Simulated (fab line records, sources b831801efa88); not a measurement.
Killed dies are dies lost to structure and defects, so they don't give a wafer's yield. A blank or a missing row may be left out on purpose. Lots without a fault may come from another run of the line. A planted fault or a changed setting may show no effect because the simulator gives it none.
Problem report in the 8D (eight disciplines) form, filled by code | flow sky130 | the parts of the form that need people (team, actions taken, sign-off) are left out

1. THE PROBLEM
strip_time_to_endpoint_s at SKY_METAL5_STRIP_16 reads a mean of 15.42 s on 6 wafers of 2 lots; wafers without a fault read 13.11 s with a standard deviation of 0.14. That is +17 standard deviations from the usual mean.
The step: strips in O2/N2.
First seen on wafer L967.1, day 44 15:47, on plasma_asher-01. The record holds 33 wafers of 11 lots with a number at this step. Rule for "out", or "out of limits": more than 4 standard deviations from the usual mean. The other wafers with a number count as sound.

2. WHAT IT IS AND WHAT IT IS NOT
question                    | is                       | is not
which readings at this step | strip_time_to_endpoint_s | drypump_motor_current_A, oes_product_au
which lots                  | L967, L970               | L963, L964, L965, L975, L978, L980, L983, L984, L985
which wafers of those lots  | all that have a number   | -
read on which tools         | plasma_asher-01          | plasma_asher-02, plasma_asher-03
when                        | from day 44 15:47        | up to then (9 sound wafers); but 18 sound wafers of L975, L978, L980, L983, L984, L985 came after

3. SUSPECTS, AND WHAT RULES EACH OUT
Counting: a tool at a process step up to the reading stays a suspect if it ran every lot that is out and no sound lot after the first of them.
- litho_track-04 at SKY_METAL5_COAT_09 (resist thk 1800 nm): ruled out as a lasting fault. Sound lots L978, L980, L983 ran on it after its first lot that is out, L967 (day 44 04:18).
- plasma_asher-01 at SKY_METAL5_STRIP_16 (strips in O2/N2): ruled out as a lasting fault. Sound lots L975, L980, L984 ran on it after its first lot that is out, L967 (day 44 15:47).
Left after counting: nothing in the record.

4. THE CAUSE (what the simulator had put in)
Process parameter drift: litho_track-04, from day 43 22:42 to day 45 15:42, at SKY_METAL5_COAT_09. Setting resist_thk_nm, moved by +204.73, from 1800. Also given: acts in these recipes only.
Counting ruled it out, wrongly: the rule takes a fault to strike every lot that its tool runs from its start on, and this one did not.

5. THE CHAIN OF EFFECTS, in route order
Each row: a reading whose mean over the struck wafers that have a number lies more than 3 standard deviations from the usual. Only readings for which the record gives a usual standard deviation are gone through. hours: the time from each lot's start at the first step in this table that gives one to its start at this step, as a median over the lots. sigmas: the change in usual standard deviations.
hours | step                | reading                  | usual   | on struck wafers | change | sigmas
0     | SKY_METAL5_STRIP_16 | strip_time_to_endpoint_s | 13.11 s | 15.42            | +2.31  | +17
The process steps in it:
- SKY_METAL5_STRIP_16: strips in O2/N2.

6. WHAT WOULD HAVE CAUGHT IT SOONER
In this record the first reading out of limits was taken at day 44 15:47, 17 hours after the fault began at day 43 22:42.
Of the tool readings at SKY_METAL5_COAT_09 for which the record gives a usual standard deviation, none was out on any struck wafer, so an alarm limit of 4 standard deviations on them would not have fired.
